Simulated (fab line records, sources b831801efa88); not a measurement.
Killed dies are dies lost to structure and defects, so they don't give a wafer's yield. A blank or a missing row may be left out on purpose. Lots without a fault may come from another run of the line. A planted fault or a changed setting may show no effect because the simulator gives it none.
fab line records | flow sky130
record lots=24 wafers=72 last_day=50
route steps=708 shown METAL1@452 VIA3@588 METAL4@598 VIA4@641 METAL5@667 PASSIVATION@683
lots that met no fault: from a run of the same line without faults
start_h: hours from the record's first day to the start of the lot's first wafer shown | wait_h: hours since the lot's step before | " the same as in the row above | L1.1+2: a row that stands for several wafers | - no value, or no start given | * or withheld: withheld | < > ~ a bound
route shown NAME@n: a module of which the file shows steps, and the number in the route of the first | usual: mean/standard deviation of fault-free wafers | same: alike in all rows | chamber/n: place in a boat | sites: the reading at each site | _std_site: their standard deviation | _edge_site: outer sites' mean less inner sites' | radius_mm: how far each site lies from the wafer's centre | mask NAME#n: copy n | behind: the tool/chamber that last shaped the wafer | hold: why the lot was held/for how many hours/how that ended | device: the transistor (n, p or np) that didn't switch | end of line: the same wafers' tests at the end of the route | a step without rows: its recipe alone | killed: dies lost to structure and defects at the first sort, not the wafer's yield | map: a wafer's dies, x killed, . not, _ none there
set.NAME: the setting as run; set.NAME@STEP: as run at that earlier step | model.NAME: the simulator's own value behind a step, which no gauge read
steps of the route over a sample of lots; a table a step, a row a wafer
services: from which hour (start_h, from the record's first day; less than 0 if before it) a tool's chamber was out of use, for how many hours, and why
## steps
# step SKY_METAL1_ETCH_18
# recipe chemistry=N2/H2 target=BARC ion_energy_ev=200 bias_w=100 pressure_mtorr=30 n2_flow_sccm=100 h2_flow_sccm=200 icp_w=500 stop_on=SiO2 time_s=45.9 target_depth_a=600
# usual drypump_motor_current_A=5.53/0.23 oes_product_au=0.855/0.0041 throttle_valve_pct=13.226/0.0093
# same time_s=45.9
# columns lot.wafer tool chamber start_h wait_h drypump_motor_current_A oes_product_au rf_hours_counter_h throttle_valve_pct
L074.1 rie_metal-02 1 767.72 0.0 5.47 0.855 13 13.222
L074.3 " 1 " " 5.47 0.850 - 13.211
L074.4 " 0 " " 5.12 0.857 - 13.217
L075.1 rie_metal-02 1 774.22 0.0 5.47 0.853 14 13.236
L075.2 " 0 " " 5.13 0.847 6 13.230
L075.5 " 1 " " 5.46 0.858 - 13.225
L076.2 rie_metal-01 1 774.64 0.0 5.32 0.850 5 13.225
L076.3 " 0 " " 5.80 0.857 - 13.238
L076.4 " 1 " " 5.33 0.850 - 13.230
L077.1 rie_metal-03 1 792.89 0.0 5.78 0.855 4 13.237
L077.3 " 1 " " 5.78 0.853 - 13.227
L077.5 " 1 " " 5.76 0.858 - 13.231
L078.4 rie_metal-03 1 798.69 0.0 5.76 0.854 - 13.228
L078.5 " 0 " " 5.62 0.854 - 13.244
L078.6 " 1 " " 5.71 0.849 - 13.233
L079.1 rie_metal-02 0 809.09 0.0 5.13 0.859 7 13.234
L079.4 " 0 " " 5.11 0.862 - 13.219
L079.5 " 1 " " 5.42 0.852 - 13.225
L080.3 rie_metal-01 0 812.66 0.0 5.78 0.849 - 13.208
L080.4 " 1 " " 5.35 0.850 - 13.218
L080.5 " 1 " " 5.34 0.853 - 13.227
L081.1 rie_metal-02 1 815.78 0.0 5.43 0.859 15 13.233
L081.2 " 0 " " 5.11 0.860 8 13.219
L081.5 " 1 " " 5.45 0.855 - 13.212
L082.1 rie_metal-01 0 825.78 0.0 5.75 0.863 11 13.234
L082.2 " 1 " " 5.33 0.851 7 13.235
L082.6 " 1 " " 5.32 0.851 - 13.232
L083.3 rie_metal-01 1 833.41 0.0 5.32 0.852 - 13.244
L083.5 " 1 " " 5.32 0.857 - 13.218
L083.6 " 0 " " 5.78 0.857 - 13.236
L085.1 rie_metal-02 1 841.62 0.0 5.43 0.852 16 13.222
L085.4 " 1 " " 5.43 0.856 - 13.224
L085.5 " 1 " " 5.45 0.858 - 13.230
L084.1 rie_metal-03 1 842.57 0.0 5.73 0.860 6 13.214
L084.2 " 0 " " 5.62 0.861 5 13.240
L084.6 " 1 " " 5.72 0.853 - 13.228
L086.3 rie_metal-02 1 849.89 0.0 5.45 0.853 - 13.226
L086.4 " 0 " " 5.11 0.847 - 13.237
L086.5 " 0 " " 5.10 0.856 - 13.225
L087.1 rie_metal-01 1 858.27 0.0 5.32 0.857 8 13.215
L087.2 " 0 " " 5.77 0.852 12 13.211
L087.3 " 1 " " 5.33 0.857 - 13.221
L088.1 rie_metal-02 1 862.52 0.0 5.44 0.853 17 13.218
L088.2 " 0 " " 5.13 0.857 10 13.222
L088.5 " 0 " " 5.18 0.844 - 13.219
L089.1 rie_metal-03 1 874.64 0.0 5.77 0.854 7 13.222
L089.3 " 0 " " 5.62 0.859 - 13.216
L089.6 " 0 " " 5.63 0.853 - 13.233
L090.1 rie_metal-03 0 885.83 0.0 5.61 0.853 6 13.227
L090.3 " 0 " " 5.62 0.851 - 13.225
L090.6 " 1 " " 5.78 0.853 - 13.231
L091.1 rie_metal-03 1 903.93 0.0 5.74 0.854 8 13.224
L091.2 " 0 " " 5.63 0.861 7 13.232
L091.4 " 1 " " 5.74 0.849 - 13.229
L093.2 rie_metal-01 1 904.84 0.0 5.31 0.856 10 13.223
L093.4 " 1 " " 5.34 0.856 - 13.232
L093.5 " 1 " " 5.37 0.858 - 13.239
L092.2 rie_metal-03 0 905.72 0.0 5.64 0.857 7 13.219
L092.3 " 0 " " 5.62 0.851 - 13.248
L092.4 " 1 " " 5.75 0.849 - 13.217
L094.4 rie_metal-01 1 908.86 0.0 5.33 0.855 - 13.233
L094.5 " 0 " " 5.78 0.860 - 13.223
L094.6 " 1 " " 5.32 0.858 - 13.222
L095.1 rie_metal-03 1 920.34 0.0 5.78 0.861 9 13.234
L095.5 " 1 " " 5.68 0.855 - 13.225
L095.6 " 0 " " 5.63 0.861 - 13.225
L096.1 rie_metal-01 1 926.32 0.0 5.33 0.852 11 13.224
L096.2 " 0 " " 5.79 0.854 14 13.222
L096.4 " 1 " " 5.34 0.848 - 13.225
L097.3 rie_metal-03 1 933.19 0.0 5.77 0.859 - 13.216
L097.4 " 0 " " 5.63 0.856 - 13.217
L097.5 " 0 " " 5.63 0.857 - 13.198
# step SKY_VIA3_ETCH_15
# recipe target=SiO2 chemistry=C4F8/O2/Ar target_depth_nm=507 stop_on=TiN mask_material=KrF-thick source_w=1500 bias_w=1200 pressure_mtorr=40 c4f8_flow_sccm=withheld O2_flow_sccm=6 Ar_flow_sccm=300 time_s=78
# usual oes_product_au=0.946/0.0049
# same time_s=78
# columns lot.wafer tool chamber start_h wait_h oes_product_au rf_hours_counter_h
L074.1 rie_diel-02 1 932.89 0.0 0.939 14
L074.3 " 3 " " 0.961 16
L074.4 " 0 " " 0.959 14
L075.1 rie_diel-01 1 936.02 0.0 0.946 18
L075.2 " 3 " " 0.953 9
L075.5 " 2 " " 0.946 -
L076.2 rie_diel-04 0 940.00 0.0 0.950 5
L076.3 " 3 " " 0.950 10
L076.4 " 1 " " 0.948 26
L077.1 rie_diel-02 1 953.27 0.0 0.936 15
L077.3 " 0 " " 0.945 15
L077.5 " 0 " " 0.954 -
L078.4 rie_diel-02 3 959.08 0.0 0.946 -
L078.5 " 1 " " 0.946 -
L078.6 " 2 " " 0.940 -
L079.1 rie_diel-01 3 969.90 0.0 0.945 10
L079.4 " 1 " " 0.942 18
L079.5 " 0 " " 0.940 -
L080.3 rie_diel-01 1 971.05 0.0 0.949 19
L080.4 " 3 " " 0.938 10
L080.5 " 1 " " 0.944 -
L081.1 rie_diel-04 1 975.75 0.0 0.941 27
L081.2 " 0 " " 0.942 5
L081.5 " 1 " " 0.942 -
L082.1 rie_diel-01 1 985.17 0.0 0.949 19
L082.2 " 0 " " 0.945 10
L082.6 " 2 " " 0.947 -
L083.3 rie_diel-01 0 992.55 0.0 0.937 10
L083.5 " 0 " " 0.947 -
L083.6 " 1 " " 0.948 -
L085.1 rie_diel-01 1 996.90 0.0 0.938 19
L085.4 " 2 " " 0.951 -
L085.5 " 1 " " 0.941 -
L084.1 rie_diel-04 3 1000.95 0.0 0.946 12
L084.2 " 0 " " 0.942 6
L084.6 " 0 " " 0.949 -
L086.3 rie_diel-01 3 1006.35 0.0 0.948 11
L086.4 " 1 " " 0.939 20
L086.5 " 1 " " 0.949 -
L087.1 rie_diel-04 1 1015.55 0.0 0.955 0
L087.2 " 3 " " 0.946 13
L087.3 " 0 " " 0.944 7
L088.1 rie_diel-02 1 1015.90 0.0 0.943 17
L088.2 " 2 " " 0.942 11
L088.5 " 0 " " 0.951 -
L089.1 rie_diel-02 3 1026.57 0.0 0.947 19
L089.3 " 1 " " 0.941 17
L089.6 " 1 " " 0.943 -
L090.1 rie_diel-01 3 1039.12 0.0 0.940 12
L090.3 " 1 " " 0.955 21
L090.6 " 0 " " 0.952 -
L091.1 rie_diel-04 2 1052.90 0.0 0.949 20
L091.2 " 3 " " 0.949 13
L091.4 " 0 " " 0.940 8
L093.2 rie_diel-01 0 1054.17 0.0 0.937 12
L093.4 " 3 " " 0.939 13
L093.5 " 3 " " 0.949 -
L092.2 rie_diel-04 0 1054.75 0.0 0.942 8
L092.3 " 2 " " 0.946 20
L092.4 " 1 " " 0.936 2
L094.4 rie_diel-01 2 1058.62 0.0 0.946 21
L094.5 " 3 " " 0.953 -
L094.6 " 0 " " 0.945 -
L095.1 rie_diel-01 1 1067.15 0.0 0.949 22
L095.5 " 0 " " 0.946 -
L095.6 " 3 " " 0.944 -
L096.1 rie_diel-01 3 1075.55 0.0 0.943 14
L096.2 " 0 " " 0.946 13
L096.4 " 1 " " 0.948 22
L097.3 rie_diel-04 1 1079.05 0.0 0.952 3
L097.4 " 0 " " 0.939 9
L097.5 " 3 " " 0.949 -
# step SKY_METAL4_SPUTTER_00
# recipe material=Ti target_thk_nm=15 power_w=3000 time_s=10 chamber_pressure_pa=0.4
# usual throttle_valve_pct=30.1/0.91
# same time_s=10
# columns lot.wafer tool chamber start_h wait_h throttle_valve_pct
L074.1 pvd_sputter-01 - 934.26 0.2 28.6
L074.3 " - " " 29.0
L074.4 " - " " 30.1
L075.1 pvd_sputter-03 - 937.34 0.1 31.3
L075.2 " - " " 29.1
L075.5 " - " " 30.8
L076.2 pvd_sputter-03 - 941.34 0.2 31.3
L076.3 " - " " 30.9
L076.4 " - " " 29.1
L077.1 pvd_sputter-03 - 954.79 0.1 31.2
L077.3 " - " " 29.4
L077.5 " - " " 31.0
L078.4 pvd_sputter-02 - 960.36 0.1 30.2
L078.5 " - " " 28.2
L078.6 " - " " 29.8
L079.1 pvd_sputter-03 - 971.22 0.2 31.4
L079.4 " - " " 30.8
L079.5 " - " " 31.5
L080.3 pvd_sputter-01 - 972.37 0.2 28.8
L080.4 " - " " 29.0
L080.5 " - " " 29.9
L081.1 pvd_sputter-03 - 977.06 0.2 31.3
L081.2 " - " " 29.2
L081.5 " - " " 29.4
L082.1 pvd_sputter-02 - 986.49 0.2 30.6
L082.2 " - " " 30.0
L082.6 " - " " 30.7
L083.3 pvd_sputter-02 - 993.86 0.1 30.1
L083.5 " - " " 29.8
L083.6 " - " " 29.9
L085.1 pvd_sputter-03 - 998.25 0.1 31.6
L085.4 " - " " 29.0
L085.5 " - " " 31.4
L084.1 pvd_sputter-03 - 1002.30 0.2 31.2
L084.2 " - " " 29.3
L084.6 " - " " 29.2
L086.3 pvd_sputter-02 - 1007.70 0.2 30.8
L086.4 " - " " 30.0
L086.5 " - " " 30.2
L087.1 pvd_sputter-01 - 1016.87 0.1 29.8
L087.2 " - " " 29.4
L087.3 " - " " 28.7
L088.1 pvd_sputter-03 - 1017.28 0.1 31.5
L088.2 " - " " 31.2
L088.5 " - " " 29.0
L089.1 pvd_sputter-01 - 1028.35 0.2 30.5
L089.3 " - " " 29.0
L089.6 " - " " 29.1
L090.1 pvd_sputter-02 - 1040.48 0.2 30.7
L090.3 " - " " 29.9
L090.6 " - " " 30.0
L091.1 pvd_sputter-02 - 1054.21 0.2 29.9
L091.2 " - " " 30.1
L091.4 " - " " 30.8
L093.2 pvd_sputter-01 - 1055.50 0.2 28.8
L093.4 " - " " 30.0
L093.5 " - " " 30.3
L092.2 pvd_sputter-01 - 1056.07 0.1 30.3
L092.3 " - " " 28.7
L092.4 " - " " 28.9
L094.4 pvd_sputter-02 - 1059.95 0.2 30.5
L094.5 " - " " 31.0
L094.6 " - " " 30.1
L095.1 pvd_sputter-03 - 1068.46 0.2 31.0
L095.5 " - " " 29.4
L095.6 " - " " 30.8
L096.1 pvd_sputter-01 - 1076.92 0.1 28.8
L096.2 " - " " 30.4
L096.4 " - " " 30.0
L097.3 pvd_sputter-01 - 1080.36 0.1 29.1
L097.4 " - " " 30.1
L097.5 " - " " 30.1
# step SKY_VIA4_CMP_02
# recipe material=SiO2 down_force_psi=4 platen_rpm=60 pad_velocity_m_s=0.94248
# usual head_pressure_psi=4.000/0.0088 motor_current_A=12.1/1.4 platen_rpm=60.00/0.044
# columns lot.wafer tool chamber start_h wait_h head_pressure_psi motor_current_A platen_rpm
L074.3 cmp-01 0 984.20 0.0 3.981 12.0 60.02
L074.4 " 1 " " 3.994 9.5 59.98
L074.1 " 2 " " 4.000 12.5 60.07
L075.1 cmp-02 1 987.11 0.1 4.000 12.7 60.04
L075.2 " 3 " " 3.991 11.7 60.02
L075.5 " 1 " " 3.998 12.7 59.96
L076.2 cmp-02 2 989.89 0.0 3.999 11.0 60.01
L076.4 " 3 " " 3.999 12.1 59.99
L076.3 " 0 " " 4.008 13.4 59.97
L077.1 cmp-01 3 1003.81 0.1 4.006 14.0 60.02
L077.3 " 1 " " 3.999 10.0 60.02
L077.5 " 2 " " 4.012 12.6 59.99
L078.4 cmp-01 0 1008.96 0.0 4.013 11.8 60.04
L078.6 " 0 " " 3.996 12.3 60.02
L078.5 " 1 " " 3.998 10.1 60.01
L079.4 cmp-01 0 1020.13 0.2 3.992 11.9 59.99
L079.1 " 1 " " 3.998 9.8 59.92
L079.5 " 2 " " 4.008 12.0 59.90
L080.3 cmp-02 1 1020.43 0.1 4.003 13.1 59.95
L080.4 " 3 " " 4.011 11.5 59.96
L080.5 " 0 " " 4.011 13.4 60.00
L081.2 cmp-01 1 1024.96 0.1 4.008 9.7 60.01
L081.1 " 2 " " 4.006 12.2 59.96
L081.5 " 0 " " 3.999 12.3 60.11
L082.2 cmp-01 2 1033.86 0.1 4.007 11.7 60.06
L082.1 " 3 " " 4.009 13.8 59.94
L082.6 " 0 " " 4.000 12.0 59.93
L083.3 cmp-02 3 1042.54 0.1 3.996 11.7 60.05
L083.5 " 2 " " 4.002 10.7 60.04
L083.6 " 3 " " 4.001 11.1 60.01
L085.1 cmp-01 3 1045.79 0.1 4.007 14.9 60.08
L085.4 " 2 " " 3.999 12.5 60.04
L085.5 " 0 " " 4.005 11.7 60.03
L084.2 cmp-02 2 1053.02 0.0 3.998 11.0 59.99
L084.1 " 3 " " 3.996 11.0 59.98
L084.6 " 2 " " 3.994 10.5 60.02
L086.4 cmp-02 0 1054.95 0.2 4.010 13.7 59.96
L086.3 " 2 " " 4.003 10.8 59.97
L086.5 " 0 " " 4.009 13.1 60.00
L087.1 cmp-02 0 1062.34 0.1 3.987 13.7 60.05
L087.3 " 1 " " 4.009 12.9 60.01
L087.2 " 3 " " 3.990 11.4 60.06
L088.1 cmp-02 3 1062.96 0.1 3.984 11.8 59.95
L088.2 " 2 " " 4.002 10.7 60.02
L088.5 " 3 " " 3.977 11.2 60.01
L089.3 cmp-01 1 1073.24 0.1 3.999 10.0 59.93
L089.1 " 2 " " 3.988 12.5 60.02
L089.6 " 1 " " 4.018 10.0 59.90
L090.3 cmp-02 0 1086.57 1.6 4.005 13.5 60.03
L090.1 " 1 " " 4.002 12.5 59.94
L090.6 " 2 " " 3.998 10.4 60.01
L091.2 cmp-02 1 1097.31 0.0 3.989 12.6 60.02
L091.1 " 2 " " 4.011 11.0 60.02
L091.4 " 0 " " 3.997 13.0 60.04
L093.2 cmp-02 3 1100.13 0.0 3.995 11.3 60.03
L093.4 " 2 " " 4.023 11.3 59.94
L093.5 " 0 " " 3.998 13.0 60.05
L092.4 cmp-01 1 1101.11 0.1 3.993 10.2 60.00
L092.3 " 2 " " 4.008 12.8 60.05
L092.2 " 3 " " 3.996 13.6 60.05
L094.4 cmp-02 3 1104.91 0.2 3.992 11.9 59.92
L094.5 " 0 " " 3.994 14.0 59.97
L094.6 " 1 " " 4.015 13.5 60.00
L095.1 cmp-01 3 1112.14 0.1 3.989 14.0 60.03
L095.6 " 3 " " 3.990 13.9 60.04
L095.5 " 0 " " 3.990 12.1 60.03
L096.2 cmp-01 1 1119.21 0.0 4.006 9.8 60.05
L096.4 " 2 " " 3.997 12.2 60.05
L096.1 " 3 " " 4.009 14.1 60.02
L097.3 cmp-01 2 1122.95 0.1 4.033 12.8 59.98
L097.4 " 3 " " 4.004 14.4 60.03
L097.5 " 1 " " 3.995 9.7 59.95
# step SKY_METAL5_THK_MEAS_06
# recipe thk_meas_gauge=xrf reads=AlCu_of_METAL5_SPUTTER_02
# usual METAL5_ALCU_THK=1127/12
# columns lot.wafer tool chamber start_h wait_h METAL5_ALCU_THK[nm]
L074.1 film_metro-02 - 1009.46 0.1 1132
L074.3 " - " " 1126
L074.4 " - " " 1136
L075.1 film_metro-04 - 1012.04 0.1 1133
L075.2 " - " " 1117
L075.5 " - " " 1126
L076.2 film_metro-04 - 1014.66 0.1 1137
L076.3 " - " " 1140
L076.4 " - " " 1139
L077.1 film_metro-04 - 1028.03 0.1 1131
L077.3 " - " " 1124
L077.5 " - " " 1139
L078.4 film_metro-02 - 1033.44 0.1 1105
L078.5 " - " " 1103
L078.6 " - " " 1118
L079.1 film_metro-02 - 1044.64 0.1 1121
L079.4 " - " " 1112
L079.5 " - " " 1119
L080.3 film_metro-04 - 1044.77 0.1 1120
L080.4 " - " " 1113
L080.5 " - " " 1119
L081.1 film_metro-02 - 1048.56 0.1 1106
L081.2 " - " " 1111
L081.5 " - " " 1100
L082.1 film_metro-04 - 1057.61 0.1 1139
L082.2 " - " " 1130
L082.6 " - " " 1133
L083.3 film_metro-02 - 1065.59 0.1 1118
L083.5 " - " " 1129
L083.6 " - " " 1124
L085.1 film_metro-04 - 1069.81 0.1 1122
L085.4 " - " " 1133
L085.5 " - " " 1131
L084.1 film_metro-04 - 1075.36 0.1 1135
L084.2 " - " " 1130
L084.6 " - " " 1131
L086.3 film_metro-02 - 1077.77 0.1 1128
L086.4 " - " " 1129
L086.5 " - " " 1119
L087.1 film_metro-04 - 1086.76 0.1 1122
L087.2 " - " " 1130
L087.3 " - " " 1135
L088.1 film_metro-04 - 1088.26 0.1 1144
L088.2 " - " " 1144
L088.5 " - " " 1154
L089.1 film_metro-01 - 1094.84 0.1 1113
L089.3 " - " " 1133
L089.6 " - " " 1131
L090.1 film_metro-04 - 1108.73 0.1 1148
L090.3 " - " " 1142
L090.6 " - " " 1134
L091.1 film_metro-01 - 1119.14 0.1 1140
L091.2 " - " " 1131
L091.4 " - " " 1137
L093.2 film_metro-02 - 1121.88 0.1 1121
L093.4 " - " " 1104
L093.5 " - " " 1131
L092.2 film_metro-01 - 1122.73 0.1 1149
L092.3 " - " " 1132
L092.4 " - " " 1132
L094.4 film_metro-04 - 1126.08 0.1 1114
L094.5 " - " " 1110
L094.6 " - " " 1125
L095.1 film_metro-02 - 1133.31 0.1 1130
L095.5 " - " " 1127
L095.6 " - " " 1129
L096.1 film_metro-02 - 1140.64 0.1 1124
L096.2 " - " " 1130
L096.4 " - " " 1120
L097.3 film_metro-02 - 1143.16 0.1 1141
L097.4 " - " " 1140
L097.5 " - " " 1158
# step SKY_PASSIVATION_CVD_02
# recipe material=Si3N4 target_thk_nm=540 temp_c=400 time_s=withheld rf_w=450
# usual heater_power_w=735/98
# columns lot.wafer tool chamber start_h wait_h heater_power_w
L074.1 pecvd-04 2 1033.45 0.1 761
L074.3 " 1 " " 734
L074.4 " 2 " " 760
L075.1 pecvd-02 2 1036.66 0.1 655
L075.2 " 1 " " 688
L075.5 " 0 " " 707
L076.2 pecvd-02 2 1038.27 0.0 722
L076.3 " 0 " " 705
L076.4 " 2 " " 713
L077.1 pecvd-03 1 1049.53 0.1 958
L077.3 " 0 " " 805
L077.5 " 0 " " 821
L078.4 pecvd-02 2 1056.95 0.1 738
L078.5 " 1 " " 691
L078.6 " 0 " " 698
L079.1 pecvd-03 2 1067.47 0.1 741
L079.4 " 0 " " 865
L079.5 " 2 " " 615
L080.3 pecvd-04 0 1068.03 0.0 750
L080.4 " 0 " " 762
L080.5 " 2 " " 742
L081.1 pecvd-04 2 1070.17 0.1 797
L081.2 " 0 " " 723
L081.5 " 2 " " 816
L082.1 pecvd-03 2 1079.74 0.1 632
L082.2 " 1 " " 915
L082.6 " 1 " " 933
L083.3 pecvd-04 0 1087.43 0.0 649
L083.5 " 0 " " 671
L083.6 " 1 " " 871
L085.1 pecvd-04 0 1091.40 0.1 759
L085.4 " 1 " " 838
L085.5 " 2 " " 719
L084.1 pecvd-03 1 1096.27 0.1 926
L084.2 " 0 " " 825
L084.6 " 1 " " 980
L086.3 pecvd-02 2 1099.44 0.0 669
L086.4 " 1 " " 650
L086.5 " 2 " " 706
L087.1 pecvd-04 0 1107.98 0.1 719
L087.2 " 1 " " 792
L087.3 " 2 " " 690
L088.1 pecvd-02 0 1109.44 0.1 710
L088.2 " 2 " " 638
L088.5 " 1 " " 626
L089.1 pecvd-02 2 1115.62 0.1 623
L089.3 " 1 " " 672
L089.6 " 1 " " 682
L090.1 pecvd-03 2 1128.91 0.1 714
L090.3 " 1 " " 836
L090.6 " 0 " " 723
L091.1 pecvd-04 1 1139.77 0.1 829
L091.2 " 0 " " 763
L091.4 " 0 " " 607
L093.2 pecvd-02 0 1141.49 0.0 590
L093.4 " 2 " " 654
L093.5 " 0 " " 635
L092.2 pecvd-03 1 1141.75 0.0 978
L092.3 " 0 " " 780
L092.4 " 2 " " 657
L094.4 pecvd-02 2 1145.29 0.1 674
L094.5 " 1 " " 681
L094.6 " 0 " " 605
L095.1 pecvd-02 0 1152.34 0.1 695
L095.5 " 2 " " 678
L095.6 " 0 " " 716
L096.1 pecvd-03 1 1159.05 0.1 900
L096.2 " 2 " " 769
L096.4 " 2 " " 608
L097.3 pecvd-02 0 1161.04 0.0 632
L097.4 " 2 " " 669
L097.5 " 1 " " 719
## services
# columns tool chamber start_h hours kind
cmp-01 - 744.07 4.0 pm
cmp-02 - 771.08 0.4 repair
rie_diel-01 1 783.22 52.3 repair
rie_diel-01 - 788.40 1.1 repair
rie_diel-01 3 822.50 3.9 repair
cmp-01 - 822.74 0.8 repair
cmp-02 - 839.59 19.0 pm
rie_diel-01 3 874.57 11.6 repair
rie_diel-01 1 886.94 7.8 repair
cmp-02 - 894.61 0.9 repair
cmp-01 - 906.57 0.6 repair
cmp-01 - 911.36 4.8 pm
cmp-02 - 912.02 4.0 pm
cmp-01 - 974.77 0.5 repair
cmp-01 - 988.25 3.8 pm
cmp-01 - 995.50 2.0 repair
rie_diel-01 0 995.68 5.8 repair
cmp-02 - 1005.06 2.9 pm
rie_diel-01 - 1042.34 0.3 repair
cmp-01 - 1084.16 4.0 pm
rie_diel-01 1 1094.45 3.6 repair
cmp-02 - 1124.64 0.5 repair
cmp-02 - 1135.10 1.4 repair
cmp-02 - 1145.30 1.6 repair
## key
fault none
